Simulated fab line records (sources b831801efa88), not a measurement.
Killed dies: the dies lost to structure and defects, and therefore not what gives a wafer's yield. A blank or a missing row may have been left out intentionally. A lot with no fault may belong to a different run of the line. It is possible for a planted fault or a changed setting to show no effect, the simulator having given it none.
Which tool was responsible? | flow sky130 | 10 lots, 29 wafers sampled, at 5 steps of a route of 708

WHAT EACH GAUGE READ, for each wafer
SKY_METAL5_RS_MEAS_05: measurement is done with a four-point probe.
lot  | measured     | on            | METAL5_ALCU_RS (ohm/sq)
L886 | day 43 17:29 | film-metro-03 | 0.0266 0.0269 0.0271
L889 | day 43 21:46 | film-metro-02 | 0.0273 0.0271 0.0271
L888 | day 44 04:16 | film-metro-03 | 0.0273 0.0270 0.0269
L890 | day 45 02:08 | film-metro-02 | 0.0265 0.0273 0.0269
L897 | day 46 08:55 | film-metro-04 | 0.0275 0.0288
L899 | day 47 08:51 | film-metro-03 | 0.0269 0.0265 0.0268
L902 | day 47 15:58 | film-metro-02 | 0.0272 0.0273 0.0272
L904 | day 48 02:25 | film-metro-03 | 0.0270 0.0270 0.0267
L905 | day 48 09:55 | film-metro-03 | 0.0269 0.0269 0.0268
L907 | day 48 12:27 | film-metro-02 | 0.0267 0.0270 0.0268

WHAT TOOL EACH LOT RAN ON (gives the tool, then ch and the chambers of the sampled wafers, and finally the start)
lot  | SKY_METAL1_SPUTTER_00        | SKY_METAL1_SPUTTER_03        | SKY_METAL1_METAL_ETCH_19          | SKY_METAL5_SPUTTER_02
L886 | pvd-sputter-04, day 32 19:34 | pvd-sputter-04, day 32 19:39 | rie-metal-01 ch 0,1, day 33 22:31 | pvd-sputter-02, day 43 17:20
L889 | pvd-sputter-04, day 33 00:57 | pvd-sputter-04, day 33 01:02 | rie-metal-02 ch 0,1, day 34 04:02 | pvd-sputter-03, day 43 21:38
L888 | pvd-sputter-04, day 33 05:03 | pvd-sputter-04, day 33 05:07 | rie-metal-02 ch 0,1, day 34 08:16 | pvd-sputter-01, day 44 04:06
L890 | pvd-sputter-03, day 34 08:07 | pvd-sputter-03, day 34 08:11 | rie-metal-02 ch 0, day 35 10:43   | pvd-sputter-03, day 45 01:59
L897 | pvd-sputter-03, day 35 20:10 | pvd-sputter-03, day 35 20:14 | rie-metal-02 ch 0,1, day 36 21:59 | pvd-sputter-02, day 46 08:47
L899 | pvd-sputter-04, day 37 00:11 | pvd-sputter-04, day 37 00:15 | rie-metal-03 ch 1, day 38 01:55   | pvd-sputter-01, day 47 08:44
L902 | pvd-sputter-01, day 37 12:12 | pvd-sputter-01, day 37 12:16 | rie-metal-01 ch 0,1, day 38 12:34 | pvd-sputter-03, day 47 15:50
L904 | pvd-sputter-03, day 38 01:35 | pvd-sputter-03, day 38 01:39 | rie-metal-02 ch 1, day 39 02:55   | pvd-sputter-01, day 48 02:17
L905 | pvd-sputter-03, day 38 07:48 | pvd-sputter-03, day 38 07:53 | rie-metal-03 ch 0,1, day 39 08:45 | pvd-sputter-01, day 48 09:47
L907 | pvd-sputter-03, day 38 13:30 | pvd-sputter-03, day 38 13:34 | rie-metal-03 ch 0,1, day 39 14:20 | pvd-sputter-03, day 48 12:20
- SKY_METAL1_SPUTTER_00: material Ti, target thk 15 nm, time 10 s.
- SKY_METAL1_SPUTTER_03: material Ti, target thk 5 nm, time 3.3 s.
- SKY_METAL1_METAL_ETCH_19: etches the open film in Cl2/BCl3, stops on SiO2, target depth 360 nm, time 78 s.
- SKY_METAL5_SPUTTER_02: material AlCu, target thk 1150 nm, time 61.2 s.

THE ANSWER, worked out from the rows above alone
Rule: the usual values come from the lots themselves. The widest of any qualifying gaps counts: lots, ordered by their means at a reading, are off when they make up no more than a third of the lots, leave a main group of 4 or more, and stand apart from it by 3 or more times the standard deviation of that group's means. Not used: any main group whose means are identical at the precision the tables above print for the reading. A lot without any number at a reading at which 4 lots or more have one is off too. The other lots that the step has rows for count as sound.
Off: L897, at SKY_METAL5_RS_MEAS_05 (METAL5_ALCU_RS). Main group: mean 0.0270 ohm/sq, sd 0.00016.
If a tool, at a process step before that reading, ran all the lots that are off and no sound lot after the first of them, it fits. Those tools and the gauges at SKY_METAL5_RS_MEAS_05 are tried in the same way. Can't be told from this: 2 tools fit, pvd-sputter-02 at SKY_METAL5_SPUTTER_02, film-metro-04 at SKY_METAL5_RS_MEAS_05.

WHAT THE SIMULATOR HAD PUT IN
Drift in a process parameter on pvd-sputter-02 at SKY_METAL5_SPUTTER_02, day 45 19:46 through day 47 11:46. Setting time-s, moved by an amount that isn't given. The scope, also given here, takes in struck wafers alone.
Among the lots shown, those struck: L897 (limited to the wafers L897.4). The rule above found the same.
